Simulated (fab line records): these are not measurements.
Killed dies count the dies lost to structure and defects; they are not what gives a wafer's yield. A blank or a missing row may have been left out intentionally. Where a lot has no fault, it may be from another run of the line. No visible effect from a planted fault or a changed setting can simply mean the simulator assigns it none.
A struck lot beside a sound one	flow gf180mcu	16 out of 602 route steps
Sound: these wafers, L145.1, L145.2, L145.6. The struck wafers were L153.1, L153.2, L153.6. The cause is given at the end.
For every step that has rows: the tool of each side, followed by ch and its chambers, followed by its first start. Under that, the readings that differ: sound wafers	struck wafers	difference of the means	sigmas: that difference in standard deviations of wafers without a fault.
alike: readings with means less than 2 such deviations apart, plus words and numbers identical on both sides. not compared: withheld readings, readings lacking a value on some wafer, bounds such as >300 that could conceal the same value, and numbers that have no deviation in the record and whose values overlap.
A row with sigmas, a row that says differs or no value, or rows on one side alone: a step with any of these is where the two part. Numbers that don't overlap but have no deviation are shown without sigmas and don't part them. A reading missing from all wafers of one side parts the sides only when that side holds two or more wafers.

first, 6 steps without rows for these wafers: GF_M1_HMDS_08 (prime time 60 s); GF_M1_COAT_09 (resist thk 1000 nm); GF_M1_SOFTBAKE_10 (time 60 s); GF_M1_EXPOSE_11 (exposes mask Metal1, target cd 230 nm); GF_M1_PEB_12 (peb time 90 s); GF_M1_DEVELOP_13 (develop time 60 s).
GF_M1_CD_MEAS_14: the cd target is 230 nm.
  sound on cdSem-01 at day 19 05:07; struck on cdSem-01 at day 22 20:36
  alike: cdNm
GF_M1_OVL_MEAS_15:
  sound on overlay-02 at day 19 05:14; struck on overlay-02 at day 22 20:43
  alike: M1_OVL
GF_M1_METAL_ETCH_16: etches the open film in Cl2/BCl3, stops on SiO2, target depth 627.5 nm, time 104.6 s.
  sound on rieMetal-02 ch 0,1, day 19 05:16; struck on rieMetal-02 ch 0, day 22 20:45
  alike: drypumpMotorCurrentA, mfcCl2Sccm, oesProductAu, throttleValvePct
  not compared: rfHoursCounterH
GF_M1_STRIP_17: strips in O2/N2.
  sound on plasmaAsher-02 ch 0,1, day 19 05:23; struck on plasmaAsher-04 ch 0,1, day 22 20:59
reading	sound	struck	difference	sigmas
heaterPowerW (W)	364 351 370	288 307 284	-69	-2
  alike: drypumpMotorCurrentA, n2FlowSccm, oesProductAu, stripTimeToEndpointS
  not compared: rfHoursCounterH
then, 2 steps without rows for these wafers: GF_M1_STRIP_18 (strips in post etch residue remover, time 1200 s); GF_M1_CLEAN_19 (cleans in DIW).
GF_V1_CVD_00: deposits SiO2, target thk 600 nm, time 100 s.
  sound on hdpcvd-01 ch 0,2, day 19 05:57; struck on hdpcvd-01 ch 0,2, day 22 21:32
reading	sound	struck	difference	sigmas
sih4FlowSccm (sccm)	60.18 59.85 60.13	48.15 48.14 47.84	-12.01	-71
model.SiO2_of_V1_CVD_00.thkNm (nm)	608.4 602.8 604.6	479.5 470.1 475	-130.4	
GF_V1_THK_MEAS_01:
  sound on filmMetro-03 at day 19 06:01; struck on filmMetro-04 at day 22 21:37
reading	sound	struck	difference	sigmas
V1_CVD_00_THK (nm)	609 603 605	479 470 475	-131	-17
GF_V1_CVD_02: deposits SiO2 from TEOS, target thk 850 nm, time 94.851 s.
  sound on pecvd-03 ch 1,2, day 19 06:05; struck on pecvd-04 ch 0,1,2, day 22 21:40
  alike: heaterPowerW
-- the record jumps here: 10 days lie between the struck wafers' starts before and after (it left off in module V1 and takes up again in module PASSIVATION, whose first step shown is number 602 of the route) --
GF_PASSIVATION_PROBE_99:
  record: rows for the struck wafers here (prober-02, day 33 08:33), none for the sound ones

== WHERE THEY PART ==
Last at GF_PASSIVATION_PROBE_99 as far as this record goes, first at GF_M1_STRIP_17.

WHY: the cause the simulator had injected
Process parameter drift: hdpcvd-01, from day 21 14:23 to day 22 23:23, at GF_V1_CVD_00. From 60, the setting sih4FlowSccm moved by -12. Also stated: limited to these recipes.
